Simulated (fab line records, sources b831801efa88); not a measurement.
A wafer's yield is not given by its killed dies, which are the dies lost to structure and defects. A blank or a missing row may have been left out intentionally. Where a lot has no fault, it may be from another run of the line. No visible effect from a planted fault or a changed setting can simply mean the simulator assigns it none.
fab line records	flow sky130
[record] lots = 11	wafers = 33	last-day = 50
route steps=708 shown SD_N@353 LI_CONTACT@364 LOCAL_INTERCONNECT@387 PAD_OPEN@708
lots that met no fault: from a run of the same line without faults
start-h: the number of hours between the record's first day and the start of the first shown wafer of the lot	wait-h: hours from the lot's prior step to this one	" same as the row above	L1.1+2: a single row standing in for several wafers	- no value, or no start was given	* or withheld: withheld	< > ~ a bound
route shown NAME@n: NAME is a module with steps in the file, n the number in the route of the first one	usual: average and standard deviation across the fault-free wafers	same: alike in all rows	chamber/n: place in a boat	sites: each site's reading	_std_site: the values' standard deviation	_edge_site: inner sites' mean taken away from outer sites' mean	radius-mm: how far each site lies from the wafer's centre	mask NAME#n: copy n	behind: the most recent tool/chamber to have shaped the wafer	hold: reason for holding the lot/hours on hold/outcome of the hold	device: the transistor (n, p or np) that didn't switch	end of line: tests run on the same wafers once the route is complete	a step without rows: its recipe alone	killed: dies lost to structure and defects at the first sort, not the wafer's yield	map: shows each die of a wafer: x if killed, . if not, _ if none is there
set.NAME: the setting that was run; set.NAME@STEP: the one run at that earlier step	model.NAME: the simulator's own value behind a step, which no gauge read
route steps across a sampled set of lots; one table per step, one row per wafer
services: the hour from which a tool's chamber was out of use, counted from the record's first day as start-h (under 0 if before that day), plus the number of hours and why
[[steps]]
[step SKY_SD_N_STRIP_11]
[recipe] chemistry = O2/N2	power-w = 1400	pressure-mtorr = 1500	platen-temp-c = withheld	o2-flow-sccm = 3000	n2-flow-sccm = 300	overash-fraction = 0.5
[usual] drypump-motor-current-A = 6.0/0.44	oes-product-au = 0.528/0.0046	strip-time-to-endpoint-s = 22.55/0.049
lot.wafer	tool	chamber	start-h	wait-h	drypump-motor-current-A	oes-product-au	rf-hours-counter-h	strip-time-to-endpoint-s
L672.2	plasma-asher-01	0	654.45	0.1	6.7	0.531	90	22.62
L672.4	"	1	"	"	5.7	0.525	-	22.58
L672.5	"	1	"	"	5.7	0.530	-	22.57
L675.1	plasma-asher-04	0	682.21	0.1	5.9	0.527	24	22.54
L675.3	"	1	"	"	6.4	0.531	-	22.51
L675.4	"	0	"	"	5.9	0.528	-	22.52
L676.1	plasma-asher-04	1	690.20	0.1	6.4	0.529	25	22.48
L676.5	"	0	"	"	5.9	0.536	-	22.49
L676.6	"	1	"	"	6.4	0.525	-	22.47
L680.3	plasma-asher-01	0	718.63	0.1	6.7	0.525	-	22.53
L680.5	"	1	"	"	5.7	0.525	-	22.48
L680.6	"	0	"	"	6.7	0.523	-	22.52
L682.1	plasma-asher-03	1	738.40	0.1	5.5	0.532	61	22.57
L682.5	"	1	"	"	5.5	0.530	-	22.58
L682.6	"	0	"	"	6.1	0.528	-	22.52
L683.1	plasma-asher-01	1	745.61	0.1	5.8	0.521	0	22.56
L683.4	"	0	"	"	6.7	0.529	-	22.56
L683.5	"	0	"	"	6.7	0.527	-	22.57
L684.2	plasma-asher-03	1	749.96	0.1	5.5	0.533	63	22.56
L684.3	"	0	"	"	6.1	0.531	-	22.61
L684.6	"	1	"	"	5.5	0.536	-	22.60
L685.3	plasma-asher-03	0	755.63	0.1	6.1	0.522	-	22.51
L685.5	"	1	"	"	5.5	0.523	-	22.54
L685.6	"	0	"	"	6.1	0.525	-	22.53
L691.1	plasma-asher-01	1	804.71	0.1	5.7	0.520	8	22.51
L691.3	"	1	"	"	5.7	0.535	-	22.56
L691.6	"	1	"	"	5.7	0.526	-	22.49
L693.1	plasma-asher-01	0	809.65	0.1	6.7	0.533	9	22.55
L693.2	"	1	"	"	5.7	0.523	9	22.56
L693.3	"	0	"	"	6.7	0.519	-	22.61
L694.2	plasma-asher-03	1	817.51	0.1	5.5	0.538	72	22.53
L694.5	"	0	"	"	6.1	0.528	-	22.54
L694.6	"	1	"	"	5.5	0.529	-	22.56
[step SKY_SD_N_RTA_14]
[recipe] temp-c = 1075	time-s = 2	idle-temp-c = 650	ramp-up-c-per-s = 150	ramp-down-c-per-s = 90	ambient = N2
[usual] lamp-power-pct = 15.74/0.058	wafer_temp_C_max = 1078.2/1.3
lot.wafer	tool	chamber	start-h	wait-h	lamp-power-pct	wafer_temp_C_max
L672.2	rtp-anneal-01	0	654.67	0.0	15.78	1077.5
L672.4	"	0	"	"	15.67	1075.6
L672.5	"	0	"	"	15.69	1076.5
L675.1	rtp-anneal-02	0	682.43	0.0	15.78	1078.6
L675.3	"	0	"	"	15.71	1078.5
L675.4	"	0	"	"	15.89	1079.0
L676.1	rtp-anneal-01	0	690.41	0.0	15.75	1075.8
L676.5	"	0	"	"	15.70	1077.8
L676.6	"	0	"	"	15.74	1076.6
L680.3	rtp-anneal-01	0	718.82	0.0	15.70	1078.6
L680.5	"	0	"	"	15.82	1077.3
L680.6	"	0	"	"	15.81	1077.1
L682.1	rtp-anneal-01	0	738.61	0.0	15.72	1076.6
L682.5	"	0	"	"	15.74	1075.5
L682.6	"	0	"	"	15.77	1080.0
L683.1	rtp-anneal-02	0	745.82	0.0	15.77	1078.2
L683.4	"	0	"	"	15.73	1079.0
L683.5	"	0	"	"	15.69	1075.9
L684.2	rtp-anneal-01	0	750.18	0.0	15.77	1077.3
L684.3	"	0	"	"	15.71	1079.4
L684.6	"	0	"	"	15.68	1077.8
L685.3	rtp-anneal-02	0	755.82	0.0	15.71	1079.6
L685.5	"	0	"	"	15.67	1079.5
L685.6	"	0	"	"	15.69	1079.4
L691.1	rtp-anneal-02	0	804.92	0.0	15.80	1077.0
L691.3	"	0	"	"	15.74	1079.7
L691.6	"	0	"	"	15.71	1078.4
L693.1	rtp-anneal-02	0	809.86	0.0	15.73	1078.7
L693.2	"	0	"	"	15.71	1078.9
L693.3	"	0	"	"	15.76	1078.9
L694.2	rtp-anneal-01	0	817.73	0.0	15.69	1077.8
L694.5	"	0	"	"	15.73	1077.2
L694.6	"	0	"	"	15.74	1077.1
[step SKY_LI_CONTACT_CMP_02]
[recipe] material = PSG	down-force-psi = 4	platen-rpm = 60	pad-velocity-m-s = 0.94248
[usual] motor-current-A = 11.2/1.5	time-to-endpoint-s = 31.7/2.2
lot.wafer	tool	chamber	start-h	wait-h	motor-current-A	time-to-endpoint-s
L672.4	cmp-01	2	655.38	0.0	13.0	32.5
L672.2	"	1	"	"	12.0	30.1
L672.5	"	2	"	"	13.1	31.0
L675.1	cmp-01	3	683.19	0.1	10.4	34.7
L675.3	"	0	"	"	9.5	33.2
L675.4	"	1	"	"	11.7	36.0
L676.1	cmp-02	2	691.61	0.5	13.5	29.6
L676.6	"	0	"	"	8.8	30.3
L676.5	"	1	"	"	12.1	33.2
L680.3	cmp-02	2	719.62	0.1	13.6	28.3
L680.6	"	0	"	"	8.7	28.7
L680.5	"	1	"	"	11.9	31.3
L682.1	cmp-02	2	739.47	0.2	12.8	28.5
L682.5	"	3	"	"	11.5	26.7
L682.6	"	0	"	"	8.7	32.1
L683.1	cmp-01	1	746.53	0.1	12.5	32.1
L683.4	"	2	"	"	13.3	31.1
L683.5	"	1	"	"	11.4	31.4
L684.2	cmp-01	1	751.16	0.3	11.3	31.6
L684.3	"	3	"	"	10.6	35.3
L684.6	"	0	"	"	8.9	30.9
L685.3	cmp-01	2	756.98	0.5	13.3	32.3
L685.5	"	2	"	"	12.5	30.4
L685.6	"	3	"	"	10.3	33.5
L691.1	cmp-02	0	805.73	0.1	8.5	36.8
L691.3	"	1	"	"	12.0	33.5
L691.6	"	3	"	"	10.9	34.7
L693.3	cmp-02	3	810.93	0.4	10.9	29.0
L693.1	"	1	"	"	11.9	32.1
L693.2	"	2	"	"	13.5	30.3
L694.2	cmp-01	3	818.58	0.2	10.3	34.3
L694.6	"	0	"	"	9.6	34.0
L694.5	"	1	"	"	11.6	34.3
[step SKY_LOCAL_INTERCONNECT_SPUTTER_00]
[recipe] material = TiN	target-thk-nm = 100	temp-c = 300	power-w = 6500	time-s = 83.3	chamber-pressure-pa = 0.4
[usual] cathode-dc-power-W = 6499.9/1.1	substrate-temp-c = 300.04/0.19	susceptor-temp-C = 300.00/0.2	throttle-valve-pct = 29.5/1.1
lot.wafer	tool	chamber	start-h	wait-h	cathode-dc-power-W	substrate-temp-c	susceptor-temp-C	throttle-valve-pct
L672.2	pvd-sputter-04	-	685.29	0.2	6500.5	299.84	300.16	28.1
L672.4	"	-	"	"	6499.9	299.89	300.34	28.5
L672.5	"	-	"	"	6499.3	300.15	300.07	29.5
L675.1	pvd-sputter-03	-	712.17	0.1	6501.4	299.94	299.89	29.7
L675.3	"	-	"	"	6500.1	300.11	299.94	28.9
L675.4	"	-	"	"	6499.8	299.77	299.80	28.5
L676.1	pvd-sputter-04	-	721.24	0.2	6501.4	300.11	300.01	29.7
L676.5	"	-	"	"	6502.2	299.75	300.31	28.3
L676.6	"	-	"	"	6501.0	299.87	300.16	29.8
L680.3	pvd-sputter-03	-	748.60	0.2	6499.8	300.06	300.28	28.3
L680.5	"	-	"	"	6498.4	300.14	300.15	28.7
L680.6	"	-	"	"	6500.5	300.00	299.62	30.1
L682.1	pvd-sputter-04	-	767.87	0.2	6502.0	299.77	300.30	28.5
L682.5	"	-	"	"	6499.5	299.99	300.22	28.2
L682.6	"	-	"	"	6501.0	300.24	300.15	29.7
L683.1	pvd-sputter-02	-	776.15	0.1	6500.5	299.83	299.75	31.7
L683.4	"	-	"	"	6497.9	300.49	300.05	32.6
L683.5	"	-	"	"	6500.5	300.16	300.24	29.3
L684.2	pvd-sputter-04	-	781.82	0.2	6500.2	299.78	299.97	28.3
L684.3	"	-	"	"	6500.0	299.67	299.96	30.1
L684.6	"	-	"	"	6499.4	299.78	299.79	30.2
L685.3	pvd-sputter-02	-	784.35	0.2	6499.2	300.23	299.63	31.3
L685.5	"	-	"	"	6501.3	299.93	299.87	31.7
L685.6	"	-	"	"	6499.0	299.91	299.98	29.4
L691.1	pvd-sputter-03	-	833.65	0.2	6498.5	300.24	299.90	29.6
L691.3	"	-	"	"	6498.3	300.34	300.03	29.0
L691.6	"	-	"	"	6500.6	300.03	299.86	29.7
L693.1	pvd-sputter-02	-	838.64	0.1	6500.8	300.24	300.13	29.3
L693.2	"	-	"	"	6499.1	300.16	299.78	32.8
L693.3	"	-	"	"	6500.1	300.00	299.64	30.7
L694.2	pvd-sputter-03	-	846.05	0.2	6500.3	300.07	299.93	30.0
L694.5	"	-	"	"	6501.5	299.99	300.01	30.0
L694.6	"	-	"	"	6498.7	299.90	299.94	28.5
[step SKY_LOCAL_INTERCONNECT_RS_MEAS_01]
[recipe] thk-meas-gauge = four-point-probe	reads = TiN_of_LOCAL_INTERCONNECT_SPUTTER_00
[usual] LOCAL_INTERCONNECT_TIN_RS = 14.18/0.15
lot.wafer	tool	chamber	start-h	wait-h	LOCAL_INTERCONNECT_TIN_RS[ohm/sq]
L672.2	film-metro-01	-	685.38	0.1	14.30
L672.4	"	-	"	"	14.28
L672.5	"	-	"	"	14.34
L675.1	film-metro-01	-	712.23	0.0	14.10
L675.3	"	-	"	"	13.96
L675.4	"	-	"	"	14.11
L676.1	film-metro-04	-	721.31	0.0	14.31
L676.5	"	-	"	"	14.31
L676.6	"	-	"	"	14.35
L680.3	film-metro-04	-	748.70	0.1	14.16
L680.5	"	-	"	"	14.09
L680.6	"	-	"	"	14.29
L682.1	film-metro-03	-	767.93	0.0	14.30
L682.5	"	-	"	"	14.17
L682.6	"	-	"	"	14.24
L683.1	film-metro-03	-	776.21	0.0	14.09
L683.4	"	-	"	"	13.96
L683.5	"	-	"	"	13.97
L684.2	film-metro-04	-	781.90	0.1	14.41
L684.3	"	-	"	"	14.78
L684.6	"	-	"	"	14.79
L685.3	film-metro-03	-	784.45	0.1	14.14
L685.5	"	-	"	"	14.11
L685.6	"	-	"	"	14.08
L691.1	film-metro-01	-	833.71	0.0	14.20
L691.3	"	-	"	"	14.21
L691.6	"	-	"	"	14.22
L693.1	film-metro-01	-	838.70	0.0	14.35
L693.2	"	-	"	"	14.17
L693.3	"	-	"	"	14.34
L694.2	film-metro-01	-	846.13	0.1	13.95
L694.5	"	-	"	"	14.08
L694.6	"	-	"	"	13.98
[step SKY_LOCAL_INTERCONNECT_THK_MEAS_02]
[recipe] thk-meas-gauge = xrf	reads = TiN_of_LOCAL_INTERCONNECT_SPUTTER_00
[usual] LOCAL_INTERCONNECT_TIN_THK = 100.0/1.1
lot.wafer	tool	chamber	start-h	wait-h	LOCAL_INTERCONNECT_TIN_THK[nm]
L672.2	film-metro-01	-	685.49	0.1	99.2
L672.4	"	-	"	"	98.9
L672.5	"	-	"	"	99.1
L675.1	film-metro-01	-	712.35	0.1	99.6
L675.3	"	-	"	"	100.2
L675.4	"	-	"	"	99.6
L676.1	film-metro-04	-	721.43	0.1	99.6
L676.5	"	-	"	"	99.9
L676.6	"	-	"	"	99.4
L680.3	film-metro-04	-	748.80	0.1	100.3
L680.5	"	-	"	"	100.8
L680.6	"	-	"	"	99.1
L682.1	film-metro-03	-	768.05	0.1	99.0
L682.5	"	-	"	"	99.7
L682.6	"	-	"	"	99.2
L683.1	film-metro-03	-	776.33	0.1	100.5
L683.4	"	-	"	"	101.3
L683.5	"	-	"	"	101.0
L684.2	film-metro-04	-	782.01	0.1	99.2
L684.3	"	-	"	"	95.9
L684.6	"	-	"	"	96.3
L685.3	film-metro-03	-	784.55	0.1	100.0
L685.5	"	-	"	"	100.3
L685.6	"	-	"	"	100.8
L691.1	film-metro-01	-	833.83	0.1	99.6
L691.3	"	-	"	"	99.2
L691.6	"	-	"	"	99.9
L693.1	film-metro-01	-	838.82	0.1	98.5
L693.2	"	-	"	"	100.1
L693.3	"	-	"	"	98.5
L694.2	film-metro-01	-	846.24	0.1	101.2
L694.5	"	-	"	"	100.5
L694.6	"	-	"	"	101.6
[step SKY_PAD_OPEN_PROBE_99]
[usual] killed_at_M0_to_M3 = 44/6.6	killed_at_M4_up = 3.4/1.9	killed-at-contacts = 25/5.6	killed-at-front-end = 15/4.6	killed-at-other = 0.3/0.6	killed-dies = 88/9.5	killed-on-rim = 17/3.8	killed-open = 47/7.1	killed-short = 40/6.4
[same] gross-dies = 492	killed-at-back-side = 0
lot.wafer	tool	chamber	start-h	wait-h	killed_at_M0_to_M3	killed_at_M4_up	killed-at-contacts	killed-at-front-end	killed-at-other	killed-dies	killed-on-rim	killed-open	killed-short
L685.3	prober-02	-	1152.12	0.2	50	3	29	11	0	93	22	48	45
L685.5	prober-02	-	1152.22	0.2	38	1	18	13	1	71	12	41	30
L685.6	prober-02	-	1152.27	0.2	50	1	23	9	0	83	19	42	41
// killed by level:class
L685.3 VIA1:geometric-particle:open=10 LI_CONTACT:geometric-particle:open=9 METAL1:geometric-particle:short=8 CONTACT:geometric-particle:open=7 VIA3:geometric-particle:open=7 VIA1:geometric-particle:short=6 VIA3:geometric-particle:short=5 POLY_GATE:geometric-particle:open=4
L685.5 VIA1:geometric-particle:open=10 LI_CONTACT:geometric-particle:open=6 CONTACT:geometric-particle:open=6 VIA3:geometric-particle:open=6 METAL2:geometric-particle:short=5 VIA2:geometric-particle:open=5 LOCAL_INTERCONNECT:geometric-particle:short=4 VIA1:geometric-particle:short=4
L685.6 METAL1:geometric-particle:short=11 CONTACT:geometric-particle:open=8 VIA1:geometric-particle:short=7 LI_CONTACT:geometric-particle:open=6 VIA2:geometric-particle:open=6 VIA1:geometric-particle:open=5 VIA2:geometric-particle:short=5 VIA3:geometric-particle:open=5
[[services]]
tool	chamber	start-h	hours	kind
cmp-01	-	648.90	4.1	repair
rtp-anneal-02	-	653.78	4.2	pm
cmp-02	-	682.53	2.5	repair
cmp-01	-	687.92	0.8	repair
cmp-01	-	688.62	3.6	repair
cmp-02	-	705.77	0.2	repair
plasma-asher-01	-	733.75	9.0	pm
cmp-01	-	741.47	1.8	repair
cmp-02	-	743.37	33.0	repair
plasma-asher-01	-	745.79	4.5	repair
cmp-02	-	749.54	1.4	repair
cmp-01	-	751.61	3.9	repair
plasma-asher-01	-	766.41	6.7	repair
cmp-02	-	776.42	4.0	pm
cmp-02	-	780.72	9.0	pm
cmp-02	-	786.88	0.6	repair
cmp-01	-	789.75	6.3	pm
cmp-02	-	802.63	0.2	repair
cmp-01	-	804.65	0.5	repair
cmp-01	-	809.70	0.7	repair
cmp-01	-	810.38	6.3	pm
cmp-02	-	820.30	1.1	repair
cmp-01	-	825.64	0.5	repair
plasma-asher-01	-	827.69	14.6	pm
[[key]]
[first-sign] step = SKY_LOCAL_INTERCONNECT_RS_MEAS_01	reading = LOCAL_INTERCONNECT_TIN_RS	direction = up	sigmas = 3.9	usual = 14.18	struck = 14.79
[effect] step = SKY_LOCAL_INTERCONNECT_THK_MEAS_02	reading = LOCAL_INTERCONNECT_TIN_THK	direction = down	sigmas = 3.6	usual = 100.0	struck = 96.1
met-at SKY_LOCAL_INTERCONNECT_SPUTTER_00
struck-lots L684
struck-wafers L684.3,L684.6
tester-left-out L684
not-acting-at SKY_SD_N_STRIP_11,SKY_SD_N_RTA_14,SKY_LI_CONTACT_CMP_02
[fault] kind = process-parameter-drift	tool = pvd-sputter-04	chamber = -	onset-h = 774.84	steps = SKY_LOCAL_INTERCONNECT_SPUTTER_00	channel = target-thk-nm	offset = -2.4588	shape = step	end-h = 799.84	acts-in = these-recipes-only	stated = 100	scope = struck-wafers-only
// tester-left-out: of these lots the tester's yield and bins aren't shown, on N5 and GAA mostly nor the transistor test; their killed dies are dies lost to structure and defects alone, not to doping, threshold or leakage, so they don't give the yield
